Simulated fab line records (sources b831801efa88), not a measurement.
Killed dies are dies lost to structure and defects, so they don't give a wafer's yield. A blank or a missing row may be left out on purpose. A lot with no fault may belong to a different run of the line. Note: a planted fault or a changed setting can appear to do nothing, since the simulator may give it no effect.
One fault seen from 2 desks    flow sky130    every desk sees just its own numbers, and what lay behind them comes last

AT THE METROLOGY DESK
Lot by lot, what the gauges showed, no matter which tool ran the lot: averages of those sampled wafers that carry a number. The brackets show how far a lot's mean lies from the usual mean; more than 4 standard deviations puts the lot out of limits, marked OUT.
Columns: A = VT_ADJUST_HVTR_TW at SKY_VT_ADJUST_HVTR_TW_MEAS_11, usual 212.5; B = SONOS_ONO_CVD_04_THK at SKY_SONOS_ONO_THK_MEAS_05, usual 5.71 nm; C = POLY_GATE_CVD_00_THK at SKY_POLY_GATE_THK_MEAS_01, usual 179.8 nm
lot   first seen here  A      B     C
L185  day 9 05:07      208.7  5.80  179.9
L187  day 10 08:03     215.8  5.60  180.0
L186  day 10 08:46     215.1  5.76  178.9
L189  day 10 14:50     213.4  5.56  179.5
L188  day 10 16:27     215.1  5.63  180.2
L193  day 11 18:24     212.6  5.80  180.1
L194  day 12 05:52     212.6  5.67  179.1
L198  day 13 04:47     209.4  5.79  161.8 (-15) OUT
L207  day 16 06:48     207.8  5.75  181.8
L206  day 16 07:06     214.8  5.63  179.9
L208  day 16 22:58     213.9  5.66  179.6
Per this desk, out of limits: L198; the first was L198, day 18 06:32 (POLY_GATE_CVD_00_THK at SKY_POLY_GATE_THK_MEAS_01). L185, L187, L186, L189, L188, L193, L194, L207, L206, L208 stayed within limits.

TOOL OWNER'S DESK, lpcvd-01
The tool's own readings at SKY_POLY_GATE_CVD_00 (deposits poly-Si, target thk 180 nm, time 720 s): means of the sampled wafers that have a number, for each lot that ran on this tool. The brackets show how far a lot's mean lies from the usual mean; more than 4 standard deviations puts the lot out of limits, marked OUT.
Columns: A = pressure-mtorr at SKY_POLY_GATE_CVD_00, usual 200.0 mTorr
lot   first seen here  A
L185  day 13 14:40     200.0
L187  day 14 16:44     200.0
L186  day 14 22:10     200.3
L189  day 15 04:12     199.6
L188  day 15 10:16     199.8
L193  day 16 13:28     199.9
L194  day 17 00:42     199.6
L198  day 18 05:20     160.1 (-89) OUT
L207  day 21 15:44     200.0
L206  day 21 18:17     199.8
L208  day 22 10:35     199.8
Finding of this desk: L198 out of limits; the first was L198 at day 18 05:20, on pressure-mtorr at SKY_POLY_GATE_CVD_00. L185, L187, L186, L189, L188, L193, L194, L207, L206, L208 stayed within limits.

BROUGHT TOGETHER
An alarm could have come from the tool owner's desk at day 18 05:20, on L198.
The metrology desk could have raised an alarm at day 18 06:32, on L198.
SKY_POLY_GATE_CVD_00 was run on lpcvd-01 by each of the lots named.

WHAT HAD BEEN PUT IN BY THE SIMULATOR
lpcvd-01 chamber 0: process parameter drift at SKY_POLY_GATE_CVD_00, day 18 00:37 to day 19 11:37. From 200, the setting pressure-mtorr moved by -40.
Shown lots that were struck: L198.
Fault start to first reading out of limits, in hours, per desk: tool owner, 5; metrology, 6.
